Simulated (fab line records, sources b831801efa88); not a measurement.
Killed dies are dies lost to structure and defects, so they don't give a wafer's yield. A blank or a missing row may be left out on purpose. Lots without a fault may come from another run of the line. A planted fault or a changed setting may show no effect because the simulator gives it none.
Which tool did it? | flow gf180mcu | 6 lots, 18 wafers sampled, at 3 steps of a route of 602

WHAT THE GAUGES READ, wafer by wafer
GF_V2_BOW_MEAS_05.
lot  | measured     | on            | V2_BOW (um)
L413 | day 22 05:05 | film_metro-02 | 100 100 105
L416 | day 23 06:11 | film_metro-04 | 108 98 104
L421 | day 24 23:31 | film_metro-02 | 110 102 113
L428 | day 27 02:35 | film_metro-02 | 104 107 104
L433 | day 28 09:48 | film_metro-02 | 97 99 102

WHICH TOOL RAN EACH LOT (tool, then ch and the chambers of the sampled wafers, then the start)
lot  | GF_STI_ETCH_14                  | GF_STI_STRIP_15
L413 | rie_si-01 ch 1,3, day 2 13:13   | plasma_asher-04 ch 0, day 2 13:18
L416 | rie_si-01 ch 0,2,3, day 3 04:01 | plasma_asher-01 ch 0,1, day 3 04:06
L421 | rie_si-02 ch 0,1,3, day 4 07:31 | plasma_asher-02 ch 0,1, day 4 07:36
L428 | rie_si-02 ch 1,2,3, day 5 19:01 | plasma_asher-02 ch 0,1, day 5 19:06
L431 | rie_si-01 ch 1,2,3, day 6 10:43 | plasma_asher-04 ch 0,1, day 6 10:48
L433 | rie_si-02 ch 0,3, day 6 20:31   | plasma_asher-02 ch 0, day 6 20:36
- GF_STI_ETCH_14: etches Si in HBr/Cl2/O2, target depth 360 nm, time 102.9 s.
- GF_STI_STRIP_15: strips in O2/N2.

THE ANSWER, worked out from the rows above alone
Rule: what is usual is taken from the lots themselves. Put in order of their means at a reading, lots are off if they are a third of the lots or fewer, leave a main group of 4 or more, and stand apart from it by a gap of 3 or more times the standard deviation of the main group's means; of several such gaps the widest counts. A main group whose means are all the same, to the digits that the tables above print for the reading, isn't used. A lot without any number at a reading at which 4 lots or more have one is off too. The other lots that the step has rows for count as sound.
No lot is off at any reading shown: from this, nothing can be told.

WHAT THE SIMULATOR HAD PUT IN
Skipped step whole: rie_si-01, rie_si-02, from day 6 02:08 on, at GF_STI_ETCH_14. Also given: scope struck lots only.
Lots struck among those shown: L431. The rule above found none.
